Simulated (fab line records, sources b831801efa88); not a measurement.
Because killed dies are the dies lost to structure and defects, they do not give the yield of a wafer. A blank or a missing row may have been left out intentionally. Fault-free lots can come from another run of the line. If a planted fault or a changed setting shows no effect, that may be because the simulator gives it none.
What tool caused it? + flow sky130 + route of 708 steps, sampled at 1 step: 7 lots, 21 wafers

## WHAT EACH GAUGE READ, for each wafer
SKY_VT_ADJUST_LVTN_OVL_MEAS_18.
| lot  | measured     | on         | VT_ADJUST_LVTN_01_OVL (nm) |
|------|--------------|------------|----------------------------|
| L188 | day 7 19:53  | overlay-02 | -1.6 0.3 -0.7              |
| L191 | day 8 11:49  | overlay-01 | -1.5 -0.5 -1.7             |
| L193 | day 9 02:40  | overlay-02 | 0.4 1.3 0.1                |
| L195 | day 9 10:41  | overlay-02 | -2.3 -1.9 -0.1             |
| L203 | day 11 19:25 | overlay-02 | -1.4 -1.2 0.1              |
| L209 | day 14 04:22 | overlay-01 | 2.4 1.9 3.6                |
| L210 | day 14 18:07 | overlay-02 | -2.3 -0.9 -2.5             |

## WHAT TOOL EACH LOT RAN ON (gives the tool, then ch and the chambers of the sampled wafers, and finally the start)
Before these readings, the record contains no process step.

## THE ANSWER, worked out from the rows above alone
Rule: what is usual is taken from the lots themselves. Put in order of their means at a reading, lots are off if they are a third of the lots or fewer, leave a main group of 4 or more, and stand apart from it by a gap of 3 or more times the standard deviation of the main group's means; of several such gaps the widest counts. A main group whose means are all the same, to the digits that the tables above print for the reading, isn't used. Also off: a lot with no number at a reading for which 4 or more lots have one. All remaining lots with rows at the step are treated as sound.
No lot is off at any reading shown: from this, nothing can be told.

## WHAT WAS PUT IN BY THE SIMULATOR
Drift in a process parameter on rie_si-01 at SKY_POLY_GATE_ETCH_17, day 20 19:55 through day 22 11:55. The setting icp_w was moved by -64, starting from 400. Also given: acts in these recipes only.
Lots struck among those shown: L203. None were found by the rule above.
